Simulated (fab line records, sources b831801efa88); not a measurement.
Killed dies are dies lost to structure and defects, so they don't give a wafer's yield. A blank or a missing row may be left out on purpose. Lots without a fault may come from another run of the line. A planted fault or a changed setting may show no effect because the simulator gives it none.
Chamber matching | flow gf180mcu | GF_V2_CMP_04 on cmp-02: 4 sister chambers
The step polishes SiO2. 8 wafers are shown with their chamber, then 10 later ones without.

WAFERS WITH THEIR CHAMBER
wafer  | chamber | motor_current_A (A) | time_to_endpoint_s (s)
L349.2 | 3       | 9.0                 | 83
L353.6 | 2       | 10.2                | 85
L356.3 | 2       | 11.0                | 84
L358.2 | 0       | 12.0                | 85
L358.5 | 0       | 12.1                | 92
L358.6 | 1       | 12.2                | 94
L361.1 | 3       | 9.0                 | 83
L361.2 | 1       | 11.8                | 79

WAFERS WITHOUT THEIR CHAMBER
wafer  | motor_current_A (A) | time_to_endpoint_s (s)
L361.3 | 10.8                | 80
L364.1 | 11.8                | 79
L364.4 | 10.4                | 85
L364.6 | 10.6                | 81
L365.4 | 12.1                | 90
L365.5 | 12.6                | 89
L365.6 | 12.0                | 89
L370.1 | 12.0                | 83
L370.3 | 9.2                 | 89
L370.6 | 9.2                 | 94

WHICH CHAMBER EACH WENT THROUGH
wafer  | from the rows above     | in truth
L361.3 | 2                       | 2
L364.1 | can't be placed: 1 or 0 | 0
L364.4 | 2                       | 2
L364.6 | 2                       | 2
L365.4 | can't be placed: 0 or 1 | 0
L365.5 | can't be placed: 0 or 1 | 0
L365.6 | can't be placed: 0 or 1 | 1
L370.1 | can't be placed: 1 or 0 | 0
L370.3 | 3                       | 3
L370.6 | 3                       | 3
Placed correctly: 5 of 10. Can't be placed from these rows: 5 (the true chamber is among the candidates in 5). Placed wrongly: 0.
How it was worked out, from the rows above alone: a wafer's distance from a chamber is the root of the sum, over the readings, of the square of ((its reading less the chamber's mean) divided by the reading's scatter). The wafer belongs to the nearest chamber; if the next one is less than 2 further off, it can't be placed. A chamber's mean is the mean of its shown wafers. The scatter: the root of (the sum of the squares of (reading less its chamber's mean) over the shown wafers, divided by (wafers less chambers)).
